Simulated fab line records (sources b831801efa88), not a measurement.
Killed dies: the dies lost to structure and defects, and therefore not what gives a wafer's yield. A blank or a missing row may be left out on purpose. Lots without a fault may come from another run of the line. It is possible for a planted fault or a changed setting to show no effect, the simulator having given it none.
A single fault, viewed from 2 desks ; flow sfq line ; what lay behind the numbers comes last; until then each desk has only its own

THE METROLOGY DESK
What the gauges read, lot by lot, whatever tool the lot ran on: means of the sampled wafers that have a number. If a lot's mean is further than 4 standard deviations from the usual mean, the lot is out of limits and carries the mark OUT (the distance appears in the brackets).
Columns: A = I0_BOW at SFQ_I0_BOW_MEAS_907, usual -1 um; B = I0_OVL at SFQ_I0_OVL_MEAS_908, usual -3 nm
lot;first seen here;A;B
L683;day 14 09:37;-0;8
L684;day 14 14:27;7;-2
L687;day 15 12:55;5;3
L688;day 15 19:32;2;2
L694;day 19 02:29;1;-5
L697;day 20 18:38;-10;-6
Finding of this desk: none of the 6 lots has anything out of limits.

AT THE TOOL OWNER'S DESK: rie diel-02
The tool's own readings at SFQ_TRILAYER_I0_VIA_BARC_OPEN_VIA_ETCH_046 (etches BARC in O2, target depth 125 nm, time 41.7 s): means of the sampled wafers that have a number, for each lot that ran on this tool. If a lot's mean is further than 4 standard deviations from the usual mean, the lot is out of limits and carries the mark OUT (the distance appears in the brackets).
Columns: A = drypump motor current A at SFQ_TRILAYER_I0_VIA_BARC_OPEN_VIA_ETCH_046, usual 5.6 A; B = oes product au at SFQ_TRILAYER_I0_VIA_BARC_OPEN_VIA_ETCH_046, usual 0.685 a.u.; C = run length s at SFQ_TRILAYER_I0_VIA_BARC_OPEN_VIA_ETCH_046, usual 70.3 s
lot;first seen here;A;B;C
L683;day 19 21:49;5.6;0.686;70.2
L684;day 20 14:37;5.7;0.687;70.6
L687;day 21 12:20;5.5;0.704 (+4.2) OUT;68.6
L688;day 21 19:32;5.4;0.709 (+5.3) OUT;68.8
This desk's verdict: out of limits on L687, L688, starting with L687 at day 21 12:20 (oes product au at SFQ_TRILAYER_I0_VIA_BARC_OPEN_VIA_ETCH_046). L683, L684: within limits.

BROUGHT TOGETHER
The tool owner's desk had the chance to raise an alarm at day 21 12:20 on L687, L688.
The metrology desk saw nothing out of limits.
The metrology desk holds a record of L687, L688, inside its limits.
SFQ_TRILAYER_I0_VIA_BARC_OPEN_VIA_ETCH_046 was run on rie diel-02 by each of the lots named.

WHAT THE SIMULATOR HAD INSERTED
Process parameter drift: rie diel-02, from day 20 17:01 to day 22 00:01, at SFQ_TRILAYER_I0_VIA_BARC_OPEN_VIA_ETCH_046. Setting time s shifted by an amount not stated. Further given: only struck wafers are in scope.
Lots struck among those shown: L687, L688.
How many hours passed from the start of the fault until each desk's first out-of-limits reading: the tool owner's desk, 19.
